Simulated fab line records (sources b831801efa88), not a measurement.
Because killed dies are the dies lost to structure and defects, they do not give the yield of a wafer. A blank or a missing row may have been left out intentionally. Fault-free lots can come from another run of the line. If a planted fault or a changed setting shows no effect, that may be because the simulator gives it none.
fab line records / flow gf180mcu
record: lots: 6 wafers: 18 last-day: 34
route steps=602 shown M4@475 V4@476
lots that met no fault: from a run of the same line without faults
start-h: hours from the record's first day to the start of the lot's first wafer shown / wait-h: hours elapsed since this lot's preceding step / " same as the row above / L1.1+2: several wafers, shown together as one row / - value missing, or start not given / * or withheld: withheld / < > ~ a bound
route shown NAME@n: NAME is a module with steps in the file, n the number in the route of the first one / usual: mean/standard deviation taken from wafers without a fault / same: alike in all rows / chamber/n: place in a boat / sites: readings site by site / _std_site: the standard deviation of these / _edge_site: inner sites' mean taken away from outer sites' mean / radius-mm: how far each site lies from the wafer's centre / mask NAME#n: copy n / behind: the most recent tool/chamber to have shaped the wafer / hold: reason for holding the lot/hours on hold/outcome of the hold / device: whichever transistor did not switch (one of n, p or np) / end of line: tests of these same wafers at the route's end / a step with no rows: only its recipe / killed: the dies lost at the first sort to structure and to defects; this is not the yield of the wafer / map: a wafer's dies, x killed, . not, _ none there
set.NAME: setting as actually run; set.NAME@STEP: the setting as run at that earlier step / model.NAME: the simulator's own value behind a step, which no gauge read
lots at selected steps of the route; one table per step, one row per wafer
services: a tool's chamber out of use, with start hour (start-h, from the record's first day; less than 0 if before it), hours out, and reason
== steps ==
step: GF_M4_CLEAN_19
recipe: chemistry: DIW dry: n2-spin
step: GF_V4_CVD_00
recipe: material: SiO2 target-thk-nm: 600 sigma-open-frac: 0.3 temp-c: 400 time-s: 100 sih4-flow-sccm: 60 pressure-mtorr: 6
step: GF_V4_THK_MEAS_01
recipe: reads: SiO2_of_V4_CVD_00
usual: V4_CVD_00_THK: 596/6.7
lot.wafer=L158.2 tool=film-metro-01 chamber=- start-h=592.37 wait-h=0.0 V4_CVD_00_THK[nm]=594
lot.wafer=L158.5 tool=film-metro-01 chamber=- start-h=592.37 wait-h=0.0 V4_CVD_00_THK[nm]=601
lot.wafer=L158.6 tool=film-metro-01 chamber=- start-h=592.37 wait-h=0.0 V4_CVD_00_THK[nm]=591
lot.wafer=L162.1 tool=film-metro-01 chamber=- start-h=628.46 wait-h=0.0 V4_CVD_00_THK[nm]=600
lot.wafer=L162.3 tool=film-metro-01 chamber=- start-h=628.46 wait-h=0.0 V4_CVD_00_THK[nm]=591
lot.wafer=L162.5 tool=film-metro-01 chamber=- start-h=628.46 wait-h=0.0 V4_CVD_00_THK[nm]=596
lot.wafer=L167.2 tool=film-metro-03 chamber=- start-h=658.70 wait-h=0.1 V4_CVD_00_THK[nm]=604
lot.wafer=L167.4 tool=film-metro-03 chamber=- start-h=658.70 wait-h=0.1 V4_CVD_00_THK[nm]=598
lot.wafer=L167.6 tool=film-metro-03 chamber=- start-h=658.70 wait-h=0.1 V4_CVD_00_THK[nm]=597
lot.wafer=L168.1 tool=film-metro-03 chamber=- start-h=666.06 wait-h=0.1 V4_CVD_00_THK[nm]=587
lot.wafer=L168.3 tool=film-metro-03 chamber=- start-h=666.06 wait-h=0.1 V4_CVD_00_THK[nm]=588
lot.wafer=L168.4 tool=film-metro-03 chamber=- start-h=666.06 wait-h=0.1 V4_CVD_00_THK[nm]=587
lot.wafer=L173.1 tool=film-metro-01 chamber=- start-h=695.97 wait-h=0.0 V4_CVD_00_THK[nm]=592
lot.wafer=L173.3 tool=film-metro-01 chamber=- start-h=695.97 wait-h=0.0 V4_CVD_00_THK[nm]=595
lot.wafer=L173.6 tool=film-metro-01 chamber=- start-h=695.97 wait-h=0.0 V4_CVD_00_THK[nm]=590
lot.wafer=L175.4 tool=film-metro-01 chamber=- start-h=710.73 wait-h=0.0 V4_CVD_00_THK[nm]=595
lot.wafer=L175.5 tool=film-metro-01 chamber=- start-h=710.73 wait-h=0.0 V4_CVD_00_THK[nm]=592
lot.wafer=L175.6 tool=film-metro-01 chamber=- start-h=710.73 wait-h=0.0 V4_CVD_00_THK[nm]=588
step: GF_V4_CVD_02
recipe: material: SiO2 target-thk-nm: 850 precursor: TEOS temp-c: 400 time-s: 94.851 rf-w: 600
usual: heater-power-w: 668/78
lot.wafer=L158.2 tool=pecvd-04 chamber=1 start-h=592.42 wait-h=0.0 heater-power-w=658
lot.wafer=L158.5 tool=pecvd-04 chamber=1 start-h=592.42 wait-h=0.0 heater-power-w=537
lot.wafer=L158.6 tool=pecvd-04 chamber=0 start-h=592.42 wait-h=0.0 heater-power-w=712
lot.wafer=L162.1 tool=pecvd-03 chamber=0 start-h=628.52 wait-h=0.1 heater-power-w=512
lot.wafer=L162.3 tool=pecvd-03 chamber=1 start-h=628.52 wait-h=0.1 heater-power-w=579
lot.wafer=L162.5 tool=pecvd-03 chamber=2 start-h=628.52 wait-h=0.1 heater-power-w=828
lot.wafer=L167.2 tool=pecvd-01 chamber=1 start-h=658.75 wait-h=0.0 heater-power-w=606
lot.wafer=L167.4 tool=pecvd-01 chamber=0 start-h=658.75 wait-h=0.0 heater-power-w=659
lot.wafer=L167.6 tool=pecvd-01 chamber=1 start-h=658.75 wait-h=0.0 heater-power-w=714
lot.wafer=L168.1 tool=pecvd-04 chamber=0 start-h=666.12 wait-h=0.1 heater-power-w=752
lot.wafer=L168.3 tool=pecvd-04 chamber=1 start-h=666.12 wait-h=0.1 heater-power-w=622
lot.wafer=L168.4 tool=pecvd-04 chamber=2 start-h=666.12 wait-h=0.1 heater-power-w=644
lot.wafer=L173.1 tool=pecvd-04 chamber=0 start-h=696.03 wait-h=0.1 heater-power-w=726
lot.wafer=L173.3 tool=pecvd-04 chamber=1 start-h=696.03 wait-h=0.1 heater-power-w=667
lot.wafer=L173.6 tool=pecvd-04 chamber=2 start-h=696.03 wait-h=0.1 heater-power-w=580
lot.wafer=L175.4 tool=pecvd-01 chamber=1 start-h=710.79 wait-h=0.1 heater-power-w=573
lot.wafer=L175.5 tool=pecvd-01 chamber=2 start-h=710.79 wait-h=0.1 heater-power-w=715
lot.wafer=L175.6 tool=pecvd-01 chamber=1 start-h=710.79 wait-h=0.1 heater-power-w=658
step: GF_V4_THK_MEAS_03
recipe: reads: SiO2_of_V4_CVD_02
usual: V4_CVD_02_THK: 853/11
lot.wafer=L158.2 tool=film-metro-03 chamber=- start-h=592.50 wait-h=0.0 V4_CVD_02_THK[nm]=842
lot.wafer=L158.5 tool=film-metro-03 chamber=- start-h=592.50 wait-h=0.0 V4_CVD_02_THK[nm]=866
lot.wafer=L158.6 tool=film-metro-03 chamber=- start-h=592.50 wait-h=0.0 V4_CVD_02_THK[nm]=864
lot.wafer=L162.1 tool=film-metro-01 chamber=- start-h=628.59 wait-h=0.0 V4_CVD_02_THK[nm]=844
lot.wafer=L162.3 tool=film-metro-01 chamber=- start-h=628.59 wait-h=0.0 V4_CVD_02_THK[nm]=857
lot.wafer=L162.5 tool=film-metro-01 chamber=- start-h=628.59 wait-h=0.0 V4_CVD_02_THK[nm]=863
lot.wafer=L167.2 tool=film-metro-01 chamber=- start-h=658.86 wait-h=0.1 V4_CVD_02_THK[nm]=847
lot.wafer=L167.4 tool=film-metro-01 chamber=- start-h=658.86 wait-h=0.1 V4_CVD_02_THK[nm]=859
lot.wafer=L167.6 tool=film-metro-01 chamber=- start-h=658.86 wait-h=0.1 V4_CVD_02_THK[nm]=860
lot.wafer=L168.1 tool=film-metro-04 chamber=- start-h=666.19 wait-h=0.0 V4_CVD_02_THK[nm]=851
lot.wafer=L168.3 tool=film-metro-04 chamber=- start-h=666.19 wait-h=0.0 V4_CVD_02_THK[nm]=836
lot.wafer=L168.4 tool=film-metro-04 chamber=- start-h=666.19 wait-h=0.0 V4_CVD_02_THK[nm]=857
lot.wafer=L173.1 tool=film-metro-04 chamber=- start-h=696.10 wait-h=0.0 V4_CVD_02_THK[nm]=850
lot.wafer=L173.3 tool=film-metro-04 chamber=- start-h=696.10 wait-h=0.0 V4_CVD_02_THK[nm]=829
lot.wafer=L173.6 tool=film-metro-04 chamber=- start-h=696.10 wait-h=0.0 V4_CVD_02_THK[nm]=851
lot.wafer=L175.4 tool=film-metro-03 chamber=- start-h=710.89 wait-h=0.1 V4_CVD_02_THK[nm]=867
lot.wafer=L175.5 tool=film-metro-03 chamber=- start-h=710.89 wait-h=0.1 V4_CVD_02_THK[nm]=868
lot.wafer=L175.6 tool=film-metro-03 chamber=- start-h=710.89 wait-h=0.1 V4_CVD_02_THK[nm]=863
step: GF_V4_CMP_04
recipe: material: SiO2 down-force-psi: 4 platen-rpm: 60 pad-velocity-m-s: 0.94248
usual: head-pressure-psi: 4.002/0.0088 motor-current-A: 11.4/0.7 time-to-endpoint-s: 81/5.4
lot.wafer=L158.2 tool=cmp-02 chamber=2 start-h=592.60 wait-h=0.1 head-pressure-psi=3.994 motor-current-A=11.3 time-to-endpoint-s=69
lot.wafer=L158.6 tool=cmp-02 chamber=1 start-h=592.60 wait-h=0.1 head-pressure-psi=4.012 motor-current-A=10.7 time-to-endpoint-s=87
lot.wafer=L158.5 tool=cmp-02 chamber=2 start-h=592.60 wait-h=0.1 head-pressure-psi=3.991 motor-current-A=12.1 time-to-endpoint-s=82
lot.wafer=L162.1 tool=cmp-01 chamber=3 start-h=628.65 wait-h=0.1 head-pressure-psi=4.001 motor-current-A=11.0 time-to-endpoint-s=82
lot.wafer=L162.3 tool=cmp-01 chamber=2 start-h=628.65 wait-h=0.1 head-pressure-psi=3.993 motor-current-A=11.3 time-to-endpoint-s=83
lot.wafer=L162.5 tool=cmp-01 chamber=0 start-h=628.65 wait-h=0.1 head-pressure-psi=3.999 motor-current-A=12.8 time-to-endpoint-s=86
lot.wafer=L167.4 tool=cmp-01 chamber=3 start-h=658.96 wait-h=0.1 head-pressure-psi=4.004 motor-current-A=11.5 time-to-endpoint-s=87
lot.wafer=L167.2 tool=cmp-01 chamber=1 start-h=658.96 wait-h=0.1 head-pressure-psi=3.991 motor-current-A=10.7 time-to-endpoint-s=82
lot.wafer=L167.6 tool=cmp-01 chamber=2 start-h=658.96 wait-h=0.1 head-pressure-psi=3.986 motor-current-A=12.9 time-to-endpoint-s=82
lot.wafer=L168.3 tool=cmp-02 chamber=0 start-h=666.25 wait-h=0.0 head-pressure-psi=3.997 motor-current-A=11.6 time-to-endpoint-s=73
lot.wafer=L168.1 tool=cmp-02 chamber=1 start-h=666.25 wait-h=0.0 head-pressure-psi=3.990 motor-current-A=12.1 time-to-endpoint-s=84
lot.wafer=L168.4 tool=cmp-02 chamber=2 start-h=666.25 wait-h=0.0 head-pressure-psi=3.997 motor-current-A=11.4 time-to-endpoint-s=84
lot.wafer=L173.3 tool=cmp-02 chamber=2 start-h=696.16 wait-h=0.0 head-pressure-psi=4.009 motor-current-A=11.6 time-to-endpoint-s=71
lot.wafer=L173.1 tool=cmp-02 chamber=0 start-h=696.16 wait-h=0.0 head-pressure-psi=3.992 motor-current-A=11.3 time-to-endpoint-s=77
lot.wafer=L173.6 tool=cmp-02 chamber=3 start-h=696.16 wait-h=0.0 head-pressure-psi=4.001 motor-current-A=10.1 time-to-endpoint-s=78
lot.wafer=L175.4 tool=cmp-02 chamber=0 start-h=710.97 wait-h=0.1 head-pressure-psi=4.003 motor-current-A=10.9 time-to-endpoint-s=84
lot.wafer=L175.6 tool=cmp-02 chamber=3 start-h=710.97 wait-h=0.1 head-pressure-psi=4.017 motor-current-A=10.4 time-to-endpoint-s=84
lot.wafer=L175.5 tool=cmp-02 chamber=0 start-h=710.97 wait-h=0.1 head-pressure-psi=3.999 motor-current-A=10.7 time-to-endpoint-s=86
step: GF_V4_BOW_MEAS_05
recipe: mode: bow
usual: V4_BOW: 136/9.1
lot.wafer=L158.2 tool=film-metro-03 chamber=- start-h=592.87 wait-h=0.2 V4_BOW[um]=126
lot.wafer=L158.5 tool=film-metro-03 chamber=- start-h=592.87 wait-h=0.2 V4_BOW[um]=136
lot.wafer=L158.6 tool=film-metro-03 chamber=- start-h=592.87 wait-h=0.2 V4_BOW[um]=126
lot.wafer=L162.1 tool=film-metro-01 chamber=- start-h=628.95 wait-h=0.2 V4_BOW[um]=121
lot.wafer=L162.3 tool=film-metro-01 chamber=- start-h=628.95 wait-h=0.2 V4_BOW[um]=124
lot.wafer=L162.5 tool=film-metro-01 chamber=- start-h=628.95 wait-h=0.2 V4_BOW[um]=124
lot.wafer=L167.2 tool=film-metro-03 chamber=- start-h=659.23 wait-h=0.1 V4_BOW[um]=128
lot.wafer=L167.4 tool=film-metro-03 chamber=- start-h=659.23 wait-h=0.1 V4_BOW[um]=125
lot.wafer=L167.6 tool=film-metro-03 chamber=- start-h=659.23 wait-h=0.1 V4_BOW[um]=131
lot.wafer=L168.1 tool=film-metro-04 chamber=- start-h=666.55 wait-h=0.2 V4_BOW[um]=138
lot.wafer=L168.3 tool=film-metro-04 chamber=- start-h=666.55 wait-h=0.2 V4_BOW[um]=133
lot.wafer=L168.4 tool=film-metro-04 chamber=- start-h=666.55 wait-h=0.2 V4_BOW[um]=125
lot.wafer=L173.1 tool=film-metro-03 chamber=- start-h=696.46 wait-h=0.1 V4_BOW[um]=115
lot.wafer=L173.3 tool=film-metro-03 chamber=- start-h=696.46 wait-h=0.1 V4_BOW[um]=126
lot.wafer=L173.6 tool=film-metro-03 chamber=- start-h=696.46 wait-h=0.1 V4_BOW[um]=122
lot.wafer=L175.4 tool=film-metro-04 chamber=- start-h=711.28 wait-h=0.3 V4_BOW[um]=140
lot.wafer=L175.5 tool=film-metro-04 chamber=- start-h=711.28 wait-h=0.3 V4_BOW[um]=142
lot.wafer=L175.6 tool=film-metro-04 chamber=- start-h=711.28 wait-h=0.3 V4_BOW[um]=131
step: GF_V4_DEHYDRATE_06
recipe: temp-c: 200 time-s: 60
step: GF_V4_HMDS_07
recipe: prime-time-s: 60 prime-temp-c: 120
step: GF_V4_COAT_08
recipe: resist: BARC temp-c: withheld time-s: withheld spin-rpm: withheld resist-thk-nm: withheld
step: GF_V4_COAT_09
recipe: resist: KrF spin-rpm: withheld resist-thk-nm: 1000
step: GF_V4_SOFTBAKE_10
recipe: temp-c: 130 time-s: 60 resist: KrF
step: GF_V4_EXPOSE_11
recipe: mask-id: Via4 target-cd-nm: 260 na: 0.68 source-shape: conventional sigma-outer: 0.6 dose-mj: 38
usual: exposure-dose-mJ-cm2: 37.94/0.039 focus-offset-nm: 0.0/0.55
lot.wafer=L158.2 tool=krf-scanner-01 chamber=0 start-h=603.49 wait-h=- mask=Via4#0 exposure-dose-mJ-cm2=37.89 focus-offset-nm=0.3
lot.wafer=L158.5 tool=krf-scanner-01 chamber=0 start-h=603.49 wait-h=- mask=Via4#0 exposure-dose-mJ-cm2=37.91 focus-offset-nm=0.5
lot.wafer=L158.6 tool=krf-scanner-01 chamber=0 start-h=603.49 wait-h=- mask=Via4#0 exposure-dose-mJ-cm2=37.94 focus-offset-nm=0.3
lot.wafer=L162.1 tool=krf-scanner-02 chamber=0 start-h=638.95 wait-h=- mask=Via4#0 exposure-dose-mJ-cm2=38.03 focus-offset-nm=0.4
lot.wafer=L162.3 tool=krf-scanner-02 chamber=0 start-h=638.95 wait-h=- mask=Via4#0 exposure-dose-mJ-cm2=37.95 focus-offset-nm=-1.1
lot.wafer=L162.5 tool=krf-scanner-02 chamber=0 start-h=638.95 wait-h=- mask=Via4#0 exposure-dose-mJ-cm2=37.97 focus-offset-nm=-0.3
lot.wafer=L167.2 tool=krf-scanner-02 chamber=- start-h=668.85 wait-h=- mask=Via4#0 exposure-dose-mJ-cm2=- focus-offset-nm=-
lot.wafer=L167.4 tool=krf-scanner-02 chamber=- start-h=668.85 wait-h=- mask=Via4#0 exposure-dose-mJ-cm2=- focus-offset-nm=-
lot.wafer=L167.6 tool=krf-scanner-02 chamber=- start-h=668.85 wait-h=- mask=Via4#0 exposure-dose-mJ-cm2=- focus-offset-nm=-
lot.wafer=L168.1 tool=krf-scanner-02 chamber=- start-h=676.16 wait-h=- mask=Via4#0 exposure-dose-mJ-cm2=- focus-offset-nm=-
lot.wafer=L168.3 tool=krf-scanner-02 chamber=- start-h=676.16 wait-h=- mask=Via4#0 exposure-dose-mJ-cm2=- focus-offset-nm=-
lot.wafer=L168.4 tool=krf-scanner-02 chamber=- start-h=676.16 wait-h=- mask=Via4#0 exposure-dose-mJ-cm2=- focus-offset-nm=-
lot.wafer=L173.1 tool=krf-scanner-02 chamber=0 start-h=706.08 wait-h=- mask=Via4#0 exposure-dose-mJ-cm2=37.93 focus-offset-nm=-0.6
lot.wafer=L173.3 tool=krf-scanner-02 chamber=0 start-h=706.08 wait-h=- mask=Via4#0 exposure-dose-mJ-cm2=37.92 focus-offset-nm=0.1
lot.wafer=L173.6 tool=krf-scanner-02 chamber=0 start-h=706.08 wait-h=- mask=Via4#0 exposure-dose-mJ-cm2=37.92 focus-offset-nm=-0.4
lot.wafer=L175.4 tool=krf-scanner-02 chamber=0 start-h=720.21 wait-h=- mask=Via4#0 exposure-dose-mJ-cm2=37.94 focus-offset-nm=-0.1
lot.wafer=L175.5 tool=krf-scanner-02 chamber=0 start-h=720.21 wait-h=- mask=Via4#0 exposure-dose-mJ-cm2=37.99 focus-offset-nm=0.1
lot.wafer=L175.6 tool=krf-scanner-02 chamber=0 start-h=720.21 wait-h=- mask=Via4#0 exposure-dose-mJ-cm2=37.95 focus-offset-nm=0.3
step: GF_V4_PEB_12
recipe: peb-temp-c: 135 peb-time-s: 90 resist: KrF
== services ==
tool=cmp-01 chamber=- start-h=572.26 hours=0.3 kind=repair
tool=cmp-02 chamber=- start-h=572.51 hours=4.0 kind=pm
tool=krf-scanner-02 chamber=0 start-h=575.74 hours=- kind=calibration
tool=cmp-02 chamber=- start-h=576.51 hours=- kind=consumable-replace:conditioner
tool=cmp-02 chamber=- start-h=576.51 hours=- kind=consumable-replace:pad
tool=cmp-01 chamber=- start-h=586.73 hours=2.3 kind=repair
tool=pecvd-01 chamber=- start-h=591.12 hours=14.0 kind=pm
tool=pecvd-01 chamber=0 start-h=591.12 hours=14.0 kind=vent-cycle
tool=pecvd-01 chamber=1 start-h=591.12 hours=14.0 kind=vent-cycle
tool=pecvd-01 chamber=2 start-h=591.12 hours=14.0 kind=vent-cycle
tool=krf-scanner-02 chamber=- start-h=602.03 hours=10.1 kind=repair
tool=pecvd-01 chamber=1 start-h=607.22 hours=23.9 kind=repair
tool=cmp-02 chamber=- start-h=636.89 hours=0.7 kind=repair
tool=krf-scanner-02 chamber=- start-h=653.60 hours=1.3 kind=pm
tool=pecvd-01 chamber=2 start-h=653.96 hours=32.6 kind=repair
tool=cmp-02 chamber=- start-h=654.53 hours=6.6 kind=pm
tool=pecvd-03 chamber=- start-h=666.80 hours=2.3 kind=repair
tool=krf-scanner-01 chamber=- start-h=674.11 hours=0.8 kind=pm
tool=cmp-01 chamber=- start-h=676.18 hours=0.7 kind=repair
tool=krf-scanner-01 chamber=- start-h=704.14 hours=1.2 kind=repair
tool=pecvd-03 chamber=- start-h=705.02 hours=28.1 kind=pm
tool=pecvd-01 chamber=0 start-h=705.43 hours=14.9 kind=repair
tool=krf-scanner-02 chamber=- start-h=708.58 hours=0.8 kind=pm
tool=krf-scanner-01 chamber=- start-h=712.84 hours=1.3 kind=pm
== key ==
first-sign: step: GF_V4_EXPOSE_11 reading: tool-record direction: missing
effect none on later readings
met-at GF_V4_EXPOSE_11
struck-wafers L167.2,L167.4,L167.6,L168.1,L168.3,L168.4
later-rows-left-out L167.2,L167.4,L167.6,L168.1,L168.3,L168.4
sort-left-out L167.2,L167.4,L167.6,L168.1,L168.3,L168.4
onset-between 638.95 668.85
fault: kind: skipped-step-whole tool: krf-scanner-02 chamber: - onset-h: 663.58 steps: GF_V4_EXPOSE_11 scope: struck-lots-only
sort-left-out: the simulated sort isn't trusted on such a fault, so these wafers' sort isn't shown, and their yield isn't known
later-rows-left-out: the simulator's readings of these wafers behind a module that went badly wrong aren't trusted and aren't shown, but for the sort
